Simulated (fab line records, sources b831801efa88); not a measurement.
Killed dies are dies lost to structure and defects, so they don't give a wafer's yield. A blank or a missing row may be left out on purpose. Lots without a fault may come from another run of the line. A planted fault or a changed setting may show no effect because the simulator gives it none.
One fault seen from 2 desks | flow sky130 | each desk has only its own numbers; what lay behind them comes last

THE TOOL OWNER'S DESK: pvd_sputter-04
The tool's own readings at SKY_CONTACT_SPUTTER_23 (material TiN, target thk 20 nm, time 80 s): means of the sampled wafers that have a number, for each lot that ran on this tool. A lot is out of limits, marked OUT, if its mean lies more than 4 standard deviations from the usual mean; the brackets give that distance.
Columns: A = chamber_pressure_pa at SKY_CONTACT_SPUTTER_23, usual 5.000 Pa; B = throttle_valve_pct at SKY_CONTACT_SPUTTER_23, usual 30.2 %
lot  | first seen here | A               | B
L480 | day 32 15:02    | 4.991           | 31.1
L481 | day 32 20:38    | 5.001           | 29.6
L491 | day 36 00:02    | 5.175 (+16) OUT | 28.9
L490 | day 36 06:54    | 5.178 (+16) OUT | 29.9
This desk's finding: out of limits on L490, L491; first on L491, day 36 00:02 (chamber_pressure_pa at SKY_CONTACT_SPUTTER_23). In limits: L480, L481.

THE METROLOGY DESK
What the gauges read, lot by lot, whatever tool the lot ran on: means of the sampled wafers that have a number. A lot is out of limits, marked OUT, if its mean lies more than 4 standard deviations from the usual mean; the brackets give that distance.
Columns: A = METAL1_ALCU_RS at SKY_METAL1_RS_MEAS_05, usual 0.1269 ohm/sq; B = VIA1_OVL at SKY_VIA1_OVL_MEAS_13, usual 2 nm
lot  | first seen here | A      | B
L477 | day 31 18:28    | 0.1243 | 7
L478 | day 31 21:47    | 0.1252 | -6
L479 | day 32 05:38    | 0.1275 | 11
L480 | day 32 15:49    | 0.1268 | -2
L481 | day 32 21:25    | 0.1285 | -2
L482 | day 33 04:44    | 0.1265 | -6
L483 | day 34 16:08    | 0.1255 | -6
L491 | day 36 00:53    | 0.1272 | -2
L490 | day 36 07:41    | 0.1274 | 8
L495 | day 37 06:27    | 0.1255 | -6
L497 | day 38 00:54    | 0.1277 | -5
L498 | day 38 03:22    | 0.1283 | 9
L499 | day 38 11:53    | 0.1281 | 8
L500 | day 38 15:14    | 0.1267 | 2
This desk's finding: nothing out of limits on any of the 14 lots.

PUT TOGETHER
The tool owner's desk could have raised an alarm at day 36 00:02, on L490, L491.
The metrology desk saw nothing out of limits.
The metrology desk has L490, L491 on record, within its limits.
Of the lots named, all ran SKY_CONTACT_SPUTTER_23 on pvd_sputter-04.

WHAT THE SIMULATOR HAD PUT IN
Process parameter drift: pvd_sputter-04, from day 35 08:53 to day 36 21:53, at SKY_CONTACT_SPUTTER_23. Setting chamber_pressure_pa, moved by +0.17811, from 5. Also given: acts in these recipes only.
Lots struck among those shown: L490, L491.
Hours from the fault's start to each desk's first reading out of limits: the tool owner's desk, 15.
